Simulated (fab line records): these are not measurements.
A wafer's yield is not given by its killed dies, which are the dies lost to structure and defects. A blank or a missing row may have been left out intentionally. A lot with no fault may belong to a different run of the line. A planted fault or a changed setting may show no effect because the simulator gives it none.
fab line records	flow sky130
[record] lots = 7	wafers = 21	lastDay = 50
route steps=708 shown PWDE@54 NWELL@56 PAD_OPEN@708
lots that met no fault: taken from a fault-free run of the same line
startH: hours from the record's first day to the start of the lot's first wafer shown	waitH: hours from the lot's prior step to this one	" as in the row above	L1.1+2: several wafers, shown together as one row	- value missing, or start not given	* or withheld: withheld	< > ~ a bound
route shown NAME@n: NAME is a module with steps in the file, n the number in the route of the first one	usual: mean and standard deviation over wafers with no fault	same: alike in all rows	chamber/n: place in a boat	sites: the reading at each site	_std_site: standard deviation of those values	_edge_site: inner sites' mean taken away from outer sites' mean	radiusMm: how far each site lies from the wafer's centre	mask NAME#n: copy n	behind: the tool/chamber that last shaped the wafer	hold: what put the lot on hold/how long, in hours/how the hold closed	device: names the non-switching transistor (n, p or np)	end of line: the tests these same wafers got at the end of their route	for a step that has no rows: nothing shown but its recipe	killed: the dies lost at the first sort to structure and to defects; this is not the yield of the wafer	map: per-die view of a wafer (x killed, . not killed, _ where there is no die)
set.NAME: the run value of the setting; set.NAME@STEP: its run value at that earlier step	model.NAME: the simulator's own value behind a step, which no gauge read
lots at selected steps of the route; one table per step, one row per wafer
services: a tool's chamber out of use, with start hour (startH, from the record's first day; less than 0 if before it), hours out, and reason
[[steps]]
[step SKY_PWDE_STRIP_09]
[recipe] chemistry = O2/N2	powerW = 1400	pressureMtorr = 1500	platenTempC = withheld	o2FlowSccm = 3000	n2FlowSccm = 300	overashFraction = 0.5
[usual] drypumpMotorCurrentA = 5.7/0.48	oesProductAu = 0.722/0.0045	stripTimeToEndpointS = 36.94/0.093
lot.wafer	tool	chamber	startH	waitH	drypumpMotorCurrentA	oesProductAu	rfHoursCounterH	stripTimeToEndpointS
L584.2	plasmaAsher-03	1	71.06	0.1	5.1	0.717	38	36.90
L584.4	"	1	"	"	5.1	0.720	-	36.94
L584.5	"	0	"	"	5.6	0.720	-	36.96
L585.2	plasmaAsher-04	0	76.29	0.1	5.3	0.725	35	36.87
L585.4	"	0	"	"	5.3	0.727	-	36.95
L585.5	"	0	"	"	5.3	0.723	-	36.90
L588.2	plasmaAsher-01	0	91.47	0.1	5.3	0.726	41	37.01
L588.4	"	1	"	"	6.1	0.715	-	36.89
L588.5	"	1	"	"	6.1	0.733	-	36.96
L590.1	plasmaAsher-03	0	103.51	0.1	5.6	0.723	41	36.76
L590.5	"	1	"	"	5.1	0.728	-	36.80
L590.6	"	0	"	"	5.6	0.720	-	36.74
L592.4	plasmaAsher-01	1	114.60	0.1	6.1	0.722	-	36.88
L592.5	"	0	"	"	5.3	0.715	-	36.91
L592.6	"	1	"	"	6.1	0.717	-	36.85
L602.1	plasmaAsher-03	1	177.42	0.1	5.1	0.717	6	36.93
L602.5	"	1	"	"	5.1	0.719	-	36.92
L602.6	"	0	"	"	5.6	0.724	-	36.92
L605.1	plasmaAsher-03	0	191.99	0.1	5.6	0.722	7	36.90
L605.3	"	1	"	"	5.1	0.720	-	36.87
L605.6	"	1	"	"	5.1	0.717	-	36.89
[step SKY_PWDE_TW_MEAS_10]
[usual] PWDE_TW = 372/5.3
lot.wafer	tool	chamber	startH	waitH	PWDE_TW
L584.2	filmMetro-01	-	71.17	0.1	365
L584.4	"	-	"	"	365
L584.5	"	-	"	"	364
L585.2	filmMetro-04	-	76.40	0.1	374
L585.4	"	-	"	"	374
L585.5	"	-	"	"	373
L588.2	filmMetro-03	-	91.58	0.1	376
L588.4	"	-	"	"	375
L588.5	"	-	"	"	377
L590.1	filmMetro-04	-	103.61	0.1	370
L590.5	"	-	"	"	372
L590.6	"	-	"	"	371
L592.4	filmMetro-04	-	114.70	0.1	370
L592.5	"	-	"	"	368
L592.6	"	-	"	"	369
L602.1	filmMetro-04	-	177.52	0.1	375
L602.5	"	-	"	"	375
L602.6	"	-	"	"	375
L605.1	filmMetro-04	-	192.09	0.1	373
L605.3	"	-	"	"	373
L605.6	"	-	"	"	373
[step SKY_NWELL_DEHYDRATE_03]
[recipe] tempC = 200	timeS = 60
[step SKY_NWELL_HMDS_04]
[recipe] primeTimeS = 60	primeTempC = 120
[step SKY_NWELL_COAT_05]
[recipe] spinRpm = 2000	resistThkNm = 3000
[step SKY_NWELL_SOFTBAKE_06]
[recipe] tempC = 110	timeS = withheld
[step SKY_NWELL_EXPOSE_07]
[recipe] maskId = NWM	na = 0.6	sourceShape = conventional	sigmaOuter = 0.6	polarization = unpolarized	targetCdNm = 840	doseMj = 255
[step SKY_NWELL_PEB_08]
[recipe] tempC = 115	timeS = withheld
[step SKY_NWELL_DEVELOP_09]
[recipe] wallAngleDeg = 90	developer = TMAH	developTimeS = 60	devTempC = 23
[step SKY_NWELL_OVL_MEAS_10]
[usual] NWELL_00_OVL = -0.1/1.4
lot.wafer	tool	chamber	startH	waitH	NWELL_00_OVL[nm]
L584.2	overlay-01	-	86.79	-	-1.6
L584.4	"	-	"	"	0.8
L584.5	"	-	"	"	1.8
L585.2	overlay-01	-	93.39	-	-0.4
L585.4	"	-	"	"	-0.6
L585.5	"	-	"	"	1.6
L588.2	overlay-02	-	109.54	-	-0.1
L588.4	"	-	"	"	-1.2
L588.5	"	-	"	"	0.3
L590.1	overlay-02	-	121.50	-	2.2
L590.5	"	-	"	"	0.0
L590.6	"	-	"	"	-1.3
L592.4	overlay-01	-	133.35	-	1.8
L592.5	"	-	"	"	1.1
L592.6	"	-	"	"	0.9
L602.1	overlay-02	-	198.44	-	-0.9
L602.5	"	-	"	"	-1.9
L602.6	"	-	"	"	0.3
L605.1	overlay-02	-	213.33	-	-1.7
L605.3	"	-	"	"	-1.2
L605.6	"	-	"	"	-1.8
[step SKY_NWELL_IMPLANT_11]
[recipe] species = P	energyKev = 400	doseCm2 = 1.9e+13	tiltDeg = withheld
[step SKY_NWELL_IMPLANT_12]
[recipe] species = P	energyKev = 120	doseCm2 = 1.3e+12	tiltDeg = withheld
[step SKY_NWELL_IMPLANT_13]
[recipe] species = P	energyKev = 50	doseCm2 = 7e+11	tiltDeg = withheld
[usual] doseIonsCm2 = 6.998e+11/7.9e+08	faradayCurrentUA = 3.95/0.074
lot.wafer	tool	chamber	startH	waitH	doseIonsCm2	faradayCurrentUA
L584.2	implanter-01	0	87.15	0.1	6.994e+11	4.02
L584.4	"	0	"	"	6.99e+11	4.11
L584.5	"	0	"	"	7.004e+11	4.03
L585.2	implanter-03	0	93.75	0.1	6.995e+11	3.85
L585.4	"	0	"	"	6.999e+11	3.99
L585.5	"	0	"	"	6.995e+11	3.98
L588.2	implanter-01	0	109.90	0.1	3.231e+11	1.79
L588.4	"	0	"	"	3.239e+11	1.82
L588.5	"	0	"	"	3.231e+11	1.83
L590.1	implanter-01	0	121.84	0.1	3.257e+11	1.83
L590.5	"	0	"	"	3.263e+11	1.82
L590.6	"	0	"	"	3.262e+11	1.88
L592.4	implanter-01	0	133.75	0.1	3.246e+11	1.77
L592.5	"	0	"	"	3.242e+11	1.80
L592.6	"	0	"	"	3.244e+11	1.82
L602.1	implanter-01	0	198.77	0.1	7.002e+11	3.98
L602.5	"	0	"	"	6.981e+11	3.94
L602.6	"	0	"	"	6.994e+11	3.98
L605.1	implanter-01	0	213.66	0.1	6.991e+11	3.96
L605.3	"	0	"	"	6.994e+11	3.98
L605.6	"	0	"	"	6.98e+11	3.85
[step SKY_NWELL_STRIP_14]
[recipe] chemistry = O2/N2	powerW = 1400	pressureMtorr = 1500	platenTempC = withheld	o2FlowSccm = 3000	n2FlowSccm = 300	overashFraction = 0.5
[usual] drypumpMotorCurrentA = 5.8/0.54	oesProductAu = 0.722/0.0037	stripTimeToEndpointS = 36.90/0.093
lot.wafer	tool	chamber	startH	waitH	drypumpMotorCurrentA	oesProductAu	rfHoursCounterH	stripTimeToEndpointS
L584.2	plasmaAsher-04	1	87.27	0.1	6.4	0.726	36	36.96
L584.4	"	0	"	"	5.3	0.720	-	36.85
L584.5	"	0	"	"	5.3	0.727	-	37.05
L585.2	plasmaAsher-04	0	93.87	0.1	5.3	0.723	37	36.93
L585.4	"	1	"	"	6.4	0.715	-	36.93
L585.5	"	0	"	"	5.3	0.722	-	36.97
L588.2	plasmaAsher-02	0	110.02	0.1	5.3	0.723	33	36.98
L588.4	"	0	"	"	5.3	0.724	-	37.08
L588.5	"	0	"	"	5.3	0.722	-	37.07
L590.1	plasmaAsher-02	1	121.99	0.1	6.3	0.720	34	36.87
L590.5	"	0	"	"	5.3	0.715	-	36.94
L590.6	"	1	"	"	6.3	0.724	-	36.92
L592.4	plasmaAsher-02	0	133.85	0.1	5.4	0.724	-	36.94
L592.5	"	0	"	"	5.3	0.720	-	36.94
L592.6	"	1	"	"	6.4	0.720	-	36.92
L602.1	plasmaAsher-03	0	198.92	0.1	5.6	0.723	8	36.97
L602.5	"	0	"	"	5.6	0.724	-	36.90
L602.6	"	1	"	"	5.1	0.725	-	36.89
L605.1	plasmaAsher-04	0	213.81	0.1	5.3	0.723	48	37.06
L605.3	"	0	"	"	5.3	0.724	-	36.91
L605.6	"	0	"	"	5.3	0.726	-	36.99
[step SKY_NWELL_TW_MEAS_15]
[usual] NWELL_TW = 1814/28
lot.wafer	tool	chamber	startH	waitH	NWELL_TW
L584.2	filmMetro-03	-	87.38	0.1	1822
L584.4	"	-	"	"	1821
L584.5	"	-	"	"	1836
L585.2	filmMetro-04	-	93.98	0.1	1818
L585.4	"	-	"	"	1824
L585.5	"	-	"	"	1810
L588.2	filmMetro-01	-	110.13	0.1	1780
L588.4	"	-	"	"	1783
L588.5	"	-	"	"	1783
L590.1	filmMetro-04	-	122.09	0.1	1808
L590.5	"	-	"	"	1823
L590.6	"	-	"	"	1817
L592.4	filmMetro-04	-	133.95	0.1	1810
L592.5	"	-	"	"	1810
L592.6	"	-	"	"	1803
L602.1	filmMetro-01	-	199.06	0.1	1775
L602.5	"	-	"	"	1778
L602.6	"	-	"	"	1775
L605.1	filmMetro-01	-	213.91	0.1	1780
L605.3	"	-	"	"	1777
L605.6	"	-	"	"	1776
[step SKY_NWELL_DEHYDRATE_16]
[recipe] tempC = 200	timeS = 60
[step SKY_NWELL_HMDS_17]
[recipe] primeTimeS = 60	primeTempC = 120
[step SKY_NWELL_COAT_18]
[recipe] spinRpm = 2000	resistThkNm = 3000
[step SKY_NWELL_SOFTBAKE_19]
[recipe] tempC = 110	timeS = withheld
[step SKY_NWELL_EXPOSE_20]
[recipe] maskId = NWM_COMPLEMENT	na = 0.6	sourceShape = conventional	sigmaOuter = 0.6	polarization = unpolarized	targetCdNm = 840	doseMj = 260
[step SKY_NWELL_PEB_21]
[recipe] tempC = 115	timeS = withheld
[step SKY_NWELL_DEVELOP_22]
[recipe] wallAngleDeg = 90	developer = TMAH	developTimeS = 60	devTempC = 23
[step SKY_NWELL_OVL_MEAS_23]
[usual] NWELL_01_OVL = 0.0/1.4
lot.wafer	tool	chamber	startH	waitH	NWELL_01_OVL[nm]
L584.2	overlay-01	-	105.19	-	-0.5
L584.4	"	-	"	"	0.6
L584.5	"	-	"	"	-1.5
L585.2	overlay-01	-	111.54	-	0.1
L585.4	"	-	"	"	2.7
L585.5	"	-	"	"	-1.0
L588.2	overlay-02	-	127.68	-	1.0
L588.4	"	-	"	"	-1.3
L588.5	"	-	"	"	-0.4
L590.1	overlay-01	-	141.24	-	1.1
L590.5	"	-	"	"	1.4
L590.6	"	-	"	"	0.9
L592.4	overlay-02	-	152.60	-	0.3
L592.5	"	-	"	"	2.2
L592.6	"	-	"	"	2.1
L602.1	overlay-01	-	219.99	-	0.8
L602.5	"	-	"	"	-2.4
L602.6	"	-	"	"	-1.2
L605.1	overlay-02	-	236.08	-	-0.5
L605.3	"	-	"	"	-2.4
L605.6	"	-	"	"	-0.2
[step SKY_NWELL_IMPLANT_24]
[recipe] species = B	energyKev = 140	doseCm2 = 9.2e+12	tiltDeg = withheld
[step SKY_NWELL_STRIP_25]
[recipe] chemistry = O2/N2	powerW = 1400	pressureMtorr = 1500	platenTempC = withheld	o2FlowSccm = 3000	n2FlowSccm = 300	overashFraction = 0.5
[usual] drypumpMotorCurrentA = 5.7/0.53	oesProductAu = 0.722/0.0044	stripTimeToEndpointS = 36.90/0.11
lot.wafer	tool	chamber	startH	waitH	drypumpMotorCurrentA	oesProductAu	rfHoursCounterH	stripTimeToEndpointS
L584.2	plasmaAsher-02	0	105.37	0.1	5.4	0.724	33	36.88
L584.4	"	0	"	"	5.3	0.722	-	36.87
L584.5	"	1	"	"	6.3	0.729	-	36.89
L585.2	plasmaAsher-04	1	111.72	0.1	6.4	0.726	39	36.92
L585.4	"	0	"	"	5.3	0.718	-	37.00
L585.5	"	1	"	"	6.4	0.727	-	37.02
L588.2	plasmaAsher-03	0	127.86	0.1	5.6	0.726	1	37.06
L588.4	"	1	"	"	5.1	0.726	-	37.08
L588.5	"	1	"	"	5.1	0.719	-	36.97
L590.1	plasmaAsher-03	0	141.42	0.1	5.6	0.718	2	36.92
L590.5	"	0	"	"	5.6	0.721	-	36.85
L590.6	"	1	"	"	5.1	0.719	-	36.82
L592.4	plasmaAsher-03	1	152.80	0.1	5.1	0.714	-	36.89
L592.5	"	0	"	"	5.6	0.717	-	36.74
L592.6	"	1	"	"	5.1	0.716	-	36.75
L602.1	plasmaAsher-04	0	220.17	0.1	5.3	0.730	49	36.85
L602.5	"	0	"	"	5.3	0.719	-	36.90
L602.6	"	1	"	"	6.5	0.725	-	36.74
L605.1	plasmaAsher-02	0	236.27	0.1	5.3	0.722	46	36.82
L605.3	"	0	"	"	5.3	0.716	-	36.77
L605.6	"	0	"	"	5.3	0.716	-	36.89
[step SKY_NWELL_TW_MEAS_26]
[usual] NWELL_2_TW = 494/7.8
lot.wafer	tool	chamber	startH	waitH	NWELL_2_TW
L584.2	filmMetro-03	-	105.48	0.1	499
L584.4	"	-	"	"	499
L584.5	"	-	"	"	499
L585.2	filmMetro-03	-	111.83	0.1	500
L585.4	"	-	"	"	501
L585.5	"	-	"	"	500
L588.2	filmMetro-01	-	127.97	0.1	483
L588.4	"	-	"	"	485
L588.5	"	-	"	"	482
L590.1	filmMetro-01	-	141.52	0.1	482
L590.5	"	-	"	"	484
L590.6	"	-	"	"	483
L592.4	filmMetro-01	-	152.89	0.1	483
L592.5	"	-	"	"	488
L592.6	"	-	"	"	487
L602.1	filmMetro-01	-	220.27	0.1	484
L602.5	"	-	"	"	483
L602.6	"	-	"	"	484
L605.1	filmMetro-04	-	236.37	0.1	497
L605.3	"	-	"	"	495
L605.6	"	-	"	"	496
[step SKY_NWELL_CLEAN_27]
[recipe] chemistry = SC1/SC2	mix = 1:4:20	tempC = 70	timeS = 150	dry = n2Spin
[step SKY_NWELL_RTA_28]
[recipe] tempC = 1050	timeS = 30	idleTempC = 650	rampUpCPerS = 150	rampDownCPerS = 90	ambient = N2
[usual] lampPowerPct = 25.30/0.055	wafer_temp_C_max = 1054.8/0.93
lot.wafer	tool	chamber	startH	waitH	lampPowerPct	wafer_temp_C_max
L584.2	rtpAnneal-01	0	105.60	0.0	25.41	1055.6
L584.4	"	0	"	"	25.32	1055.6
L584.5	"	0	"	"	25.34	1054.4
L585.2	rtpAnneal-02	0	111.95	0.0	25.40	1054.5
L585.4	"	0	"	"	25.24	1054.4
L585.5	"	0	"	"	25.33	1054.7
L588.2	rtpAnneal-02	0	128.09	0.0	25.28	1055.4
L588.4	"	0	"	"	25.30	1054.3
L588.5	"	0	"	"	25.24	1055.1
L590.1	rtpAnneal-02	0	141.69	0.0	25.29	1053.9
L590.5	"	0	"	"	25.20	1054.2
L590.6	"	0	"	"	25.37	1054.6
L592.4	rtpAnneal-02	0	153.02	0.1	25.32	1054.9
L592.5	"	0	"	"	25.31	1053.4
L592.6	"	0	"	"	25.30	1055.0
L602.1	rtpAnneal-01	0	220.39	0.0	25.29	1054.0
L602.5	"	0	"	"	25.22	1056.4
L602.6	"	0	"	"	25.25	1053.9
L605.1	rtpAnneal-01	0	236.48	0.0	25.31	1054.4
L605.3	"	0	"	"	25.32	1054.4
L605.6	"	0	"	"	25.29	1053.8
[step SKY_NWELL_RS_MEAS_29]
[recipe] thkMeasGauge = four-point-probe
[usual] NWELL_RS = 624.2/1.8
lot.wafer	tool	chamber	startH	waitH	NWELL_RS[ohm/sq]
L584.2	filmMetro-04	-	105.70	0.1	622.6
L584.4	"	-	"	"	624.6
L584.5	"	-	"	"	624.5
L585.2	filmMetro-01	-	112.05	0.1	622.9
L585.4	"	-	"	"	623.6
L585.5	"	-	"	"	624.3
L588.2	filmMetro-03	-	128.19	0.1	636.4
L588.4	"	-	"	"	637.8
L588.5	"	-	"	"	638.0
L590.1	filmMetro-03	-	141.79	0.1	636.2
L590.5	"	-	"	"	636.0
L590.6	"	-	"	"	635.9
L592.4	filmMetro-03	-	153.13	0.1	638.8
L592.5	"	-	"	"	638.7
L592.6	"	-	"	"	638.6
L602.1	filmMetro-04	-	220.49	0.1	621.5
L602.5	"	-	"	"	620.3
L602.6	"	-	"	"	621.2
L605.1	filmMetro-03	-	236.58	0.1	621.5
L605.3	"	-	"	"	623.9
L605.6	"	-	"	"	622.4
[step SKY_PAD_OPEN_PROBE_99]
[usual] killed_at_M0_to_M3 = 43/7.1	killed_at_M4_up = 3.2/1.7	killedAtContacts = 24/5.6	killedAtFrontEnd = 16/5	killedAtOther = 0.4/0.68	killedDies = 86/9.3	killedOnRim = 17/3.8	killedOpen = 47/7.1	killedShort = 39/5.7
[same] grossDies = 492	killedAtBackSide = 0
lot.wafer	tool	chamber	startH	waitH	killed_at_M0_to_M3	killed_at_M4_up	killedAtContacts	killedAtFrontEnd	killedAtOther	killedDies	killedOnRim	killedOpen	killedShort	model.etest.nfet_16v.rOnOhmUm	model.etest.pfetG5v0d10v5.rOnOhmUm	model.etest.tipP.rsOhmSq	model.etest.tip_p_5v.rsOhmSq	model.etest.pfetG5v0d10v5.driveUaUm	model.etest.pfet_01v8_lvt.driveUaUm	model.etest.pfet_16v.driveUaUm	model.etest.pfet_01v8.driveUaUm
L584.2	prober-01	-	1073.31	0.1	46	3	17	20	1	87	18	50	37	1.436e+04	4653	6821	2822	351.9	179.2	252.3	200.9
L584.4	prober-01	-	1073.41	0.2	45	3	27	16	0	91	12	50	41	1.443e+04	4679	6771	2835	347.6	180.6	255.6	201
L584.5	prober-01	-	1073.46	0.2	41	0	30	9	0	80	13	46	34	1.447e+04	4691	6767	2818	347.6	179.1	251.4	197.6
L585.2	prober-02	-	1077.27	0.1	46	4	34	20	1	105	16	61	44	1.381e+04	4733	6853	2844	344.9	169.8	245.9	185.5
L585.4	prober-02	-	1077.37	0.2	44	2	23	24	2	95	23	47	46	1.407e+04	4866	6795	2840	338.5	169.7	242.8	186.1
L585.5	prober-02	-	1077.42	0.2	35	2	32	22	1	92	20	45	46	1.394e+04	4738	6793	2849	344.3	172.8	245.4	189.4
L588.2	prober-01	-	1102.45	0.1	51	5	15	14	2	87	18	51	36	1.496e+04	4578	6628	2762	360.3	189.8	249.8	204.5
L588.4	prober-01	-	1102.55	0.2	46	0	25	10	0	81	12	45	35	1.509e+04	4611	6580	2777	354.1	184.7	252	196
L588.5	prober-01	-	1102.60	0.2	40	1	21	10	0	72	14	36	36	1.501e+04	4582	6674	2771	357.4	187.9	252.4	202.3
L590.1	prober-01	-	1116.85	0.1	48	5	22	12	0	87	13	46	41	1.465e+04	4639	6798	2812	351.1	188.1	245.5	201.9
L590.5	prober-01	-	1117.05	0.2	56	3	25	23	0	107	20	57	50	1.459e+04	4575	6812	2784	356.4	187.3	252.8	198.8
L590.6	prober-01	-	1117.10	0.2	44	1	20	15	0	80	13	47	33	1.463e+04	4656	6803	2795	351.7	187.4	250.3	198
L592.4	prober-01	-	1129.43	0.2	57	2	21	12	1	93	12	53	40	1.479e+04	4510	6705	2810	362.5	189.3	255.3	199.2
L592.5	prober-01	-	1129.48	0.2	56	1	27	15	0	99	19	57	42	1.471e+04	4544	6711	2805	360.8	190.2	256.7	204.4
L592.6	prober-01	-	1129.53	0.2	43	4	30	13	1	91	23	52	39	1.479e+04	4533	6697	2813	360.8	190.3	252.1	201.7
L602.1	prober-01	-	1180.49	0.1	44	5	34	9	0	92	11	53	39	1.393e+04	4740	6856	2886	341	176	250.2	198.4
L602.5	prober-01	-	1180.69	0.2	47	3	18	20	1	89	23	49	40	1.386e+04	4781	6889	2897	341.6	176.9	248.8	196.9
L602.6	prober-01	-	1180.74	0.2	51	7	18	8	0	84	15	43	41	1.395e+04	4802	6840	2863	343.3	176.6	252.2	199.1
L605.1	prober-01	-	1191.95	0.1	50	3	27	22	0	102	25	55	47	1.401e+04	4829	6769	2870	336.5	172	239.5	193.2
L605.3	prober-01	-	1192.05	0.2	40	4	18	22	0	84	21	47	37	1.404e+04	4839	6785	2858	337.1	168.3	244.4	191.5
L605.6	prober-01	-	1192.20	0.2	36	2	30	21	0	89	15	49	40	1.402e+04	4860	6767	2880	337.3	170.2	241	187.5
// killed by level:class
L584.2 VIA1:geometricParticle:open=11 VIA2:geometricParticle:open=7 VIA1:geometricParticle:short=6 FIELD_ISO:geometricParticle:short=5 CONTACT:geometricParticle:open=5 VIA3:geometricParticle:open=5 FIELD_ISO:geometricParticle:open=4 POLY_GATE:geometricParticle:short=4
L584.4 VIA1:geometricParticle:open=13 CONTACT:geometricParticle:open=10 VIA1:geometricParticle:short=7 POLY_GATE:geometricParticle:short=6 CONTACT:geometricParticle:short=6 VIA3:geometricParticle:open=6 VIA2:geometricParticle:open=5 LI_CONTACT:geometricParticle:open=4
L584.5 VIA1:geometricParticle:open=14 CONTACT:geometricParticle:open=11 LI_CONTACT:geometricParticle:open=8 VIA1:geometricParticle:short=6 CONTACT:geometricParticle:short=6 METAL1:geometricParticle:short=5 METAL2:geometricParticle:short=4 POLY_GATE:geometricParticle:open=3
L585.2 CONTACT:geometricParticle:open=12 METAL1:geometricParticle:short=11 VIA1:geometricParticle:open=9 LI_CONTACT:geometricParticle:open=8 VIA3:geometricParticle:open=8 POLY_GATE:geometricParticle:open=7 FIELD_ISO:geometricParticle:open=4 LI_CONTACT:geometricParticle:short=4
L585.4 VIA3:geometricParticle:open=8 CONTACT:geometricParticle:open=8 VIA1:geometricParticle:short=7 VIA1:geometricParticle:open=7 METAL2:geometricParticle:short=6 LOCAL_INTERCONNECT:geometricParticle:short=6 FIELD_ISO:geometricParticle:open=5 FIELD_ISO:geometricParticle:short=5
L585.5 CONTACT:geometricParticle:short=8 CONTACT:geometricParticle:open=8 POLY_GATE:geometricParticle:open=7 POLY_GATE:geometricParticle:short=7 VIA3:geometricParticle:open=7 LOCAL_INTERCONNECT:geometricParticle:short=6 LI_CONTACT:geometricParticle:open=5 VIA1:geometricParticle:open=5
L588.2 VIA1:geometricParticle:open=15 VIA2:geometricParticle:open=9 POLY_GATE:geometricParticle:open=6 VIA3:geometricParticle:short=5 CONTACT:geometricParticle:open=5 VIA1:geometricParticle:short=5 LI_CONTACT:geometricParticle:open=4 VIA2:geometricParticle:short=4
L588.4 VIA1:geometricParticle:open=12 LI_CONTACT:geometricParticle:open=9 VIA3:geometricParticle:open=9 VIA2:geometricParticle:open=7 LOCAL_INTERCONNECT:geometricParticle:short=6 CONTACT:geometricParticle:open=6 FIELD_ISO:geometricParticle:short=5 METAL2:geometricParticle:short=5
L588.5 VIA1:geometricParticle:open=11 VIA2:geometricParticle:open=6 CONTACT:geometricParticle:short=5 CONTACT:geometricParticle:open=5 METAL2:geometricParticle:short=5 VIA3:geometricParticle:open=5 VIA1:geometricParticle:short=4 FIELD_ISO:geometricParticle:open=4
L590.1 LI_CONTACT:geometricParticle:open=11 METAL2:geometricParticle:short=8 METAL1:geometricParticle:short=8 VIA1:geometricParticle:short=8 VIA1:geometricParticle:open=8 CONTACT:geometricParticle:open=7 VIA2:geometricParticle:open=5 FIELD_ISO:geometricParticle:short=4
L590.5 VIA1:geometricParticle:open=13 METAL1:geometricParticle:short=11 FIELD_ISO:geometricParticle:open=10 VIA1:geometricParticle:short=10 LI_CONTACT:geometricParticle:open=9 CONTACT:geometricParticle:open=6 VIA3:geometricParticle:open=5 VIA2:geometricParticle:open=5
L590.6 VIA1:geometricParticle:open=10 CONTACT:geometricParticle:open=8 VIA3:geometricParticle:open=7 LI_CONTACT:geometricParticle:open=6 VIA1:geometricParticle:short=6 FIELD_ISO:geometricParticle:open=5 FIELD_ISO:geometricParticle:short=5 VIA2:geometricParticle:open=5
L592.4 VIA1:geometricParticle:open=14 VIA2:geometricParticle:open=12 CONTACT:geometricParticle:open=7 VIA3:geometricParticle:open=7 LI_CONTACT:geometricParticle:open=6 VIA1:geometricParticle:short=6 VIA2:geometricParticle:short=5 FIELD_ISO:geometricParticle:short=4
L592.5 VIA2:geometricParticle:open=11 VIA1:geometricParticle:open=10 VIA3:geometricParticle:open=10 LI_CONTACT:geometricParticle:open=9 CONTACT:geometricParticle:open=9 METAL1:geometricParticle:short=6 METAL2:geometricParticle:short=6 FIELD_ISO:geometricParticle:short=5
L592.6 LI_CONTACT:geometricParticle:open=11 VIA3:geometricParticle:open=8 CONTACT:geometricParticle:open=7 VIA1:geometricParticle:open=6 VIA2:geometricParticle:open=6 CONTACT:geometricParticle:short=5 VIA1:geometricParticle:short=5 METAL2:geometricParticle:open=5
L602.1 VIA1:geometricParticle:open=13 CONTACT:geometricParticle:open=12 LI_CONTACT:geometricParticle:open=9 VIA1:geometricParticle:short=7 FIELD_ISO:geometricParticle:open=5 LI_CONTACT:geometricParticle:short=5 CONTACT:geometricParticle:short=5 METAL1:geometricParticle:short=5
L602.5 VIA1:geometricParticle:open=10 CONTACT:geometricParticle:open=9 FIELD_ISO:geometricParticle:short=6 VIA1:geometricParticle:short=6 FIELD_ISO:geometricParticle:open=5 VIA2:geometricParticle:open=5 LI_CONTACT:geometricParticle:open=5 VIA3:geometricParticle:open=5
L602.6 VIA1:geometricParticle:open=14 METAL1:geometricParticle:short=10 CONTACT:geometricParticle:open=10 METAL2:geometricParticle:short=7 VIA1:geometricParticle:short=6 METAL4:geometricParticle:short=5 LI_CONTACT:geometricParticle:open=4 VIA3:geometricParticle:open=4
L605.1 VIA1:geometricParticle:open=11 CONTACT:geometricParticle:open=10 METAL1:geometricParticle:short=7 LI_CONTACT:geometricParticle:open=6 FIELD_ISO:geometricParticle:short=5 FIELD_ISO:geometricParticle:open=5 CONTACT:geometricParticle:short=5 METAL2:geometricParticle:short=5
L605.3 VIA1:geometricParticle:open=9 FIELD_ISO:geometricParticle:open=7 VIA2:geometricParticle:open=7 LI_CONTACT:geometricParticle:open=7 VIA1:geometricParticle:short=7 POLY_GATE:geometricParticle:short=5 POLY_GATE:geometricParticle:open=5 METAL1:geometricParticle:short=5
L605.6 LI_CONTACT:geometricParticle:open=12 CONTACT:geometricParticle:open=10 POLY_GATE:geometricParticle:short=8 FIELD_ISO:geometricParticle:open=7 VIA1:geometricParticle:open=7 VIA3:geometricParticle:open=6 LI_CONTACT:geometricParticle:short=5 METAL1:geometricParticle:short=5
[[services]]
tool	chamber	startH	hours	kind
implanter-01	-	82.29	2.8	repair
plasmaAsher-04	-	98.52	3.2	repair
plasmaAsher-03	-	108.84	9.0	pm
plasmaAsher-03	0	108.84	9.0	ventCycle
plasmaAsher-03	1	108.84	9.0	ventCycle
rtpAnneal-01	-	112.71	3.8	pm
plasmaAsher-02	-	115.57	2.8	pm
plasmaAsher-03	0	117.84	-	clean
plasmaAsher-03	1	117.84	-	clean
implanter-03	-	131.61	3.2	pm
implanter-03	-	139.06	3.4	repair
implanter-03	-	146.76	5.8	repair
implanter-03	-	184.48	2.4	repair
implanter-01	-	224.24	0.8	repair
[[key]]
[firstSign] step = SKY_NWELL_IMPLANT_13	reading = doseIonsCm2	direction = down	sigmas = 99+	usual = *	struck = *
[effect] step = SKY_NWELL_IMPLANT_13	reading = faradayCurrentUA	direction = down	sigmas = 29	usual = 3.95	struck = 1.82
[effect] step = SKY_NWELL_RS_MEAS_29	reading = NWELL_RS	direction = up	sigmas = 7.2	usual = 624.2	struck = 637.4
[modelEffect] step = SKY_PAD_OPEN_PROBE_99	value = etest.nfet_16v.rOnOhmUm	without = 1.433e+04	struck = 1.48e+04
metAt SKY_NWELL_IMPLANT_13
struckWafers L588.2,L588.4,L588.5,L590.1,L590.5,L590.6,L592.4,L592.5,L592.6
testerLeftOut L588,L590,L592
onsetBetween 87.15 109.90
[fault] kind = processParameterDrift	tool = implanter-01	chamber = -	onsetH = 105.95	steps = SKY_NWELL_IMPLANT_13	channel = doseCm2	offset = *	shape = step	endH = 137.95	actsIn = *	stated = *
// testerLeftOut: of these lots the tester's yield and bins aren't shown, on N5 and GAA mostly nor the transistor test; their killed dies are dies lost to structure and defects alone, not to doping, threshold or leakage, so they don't give the yield
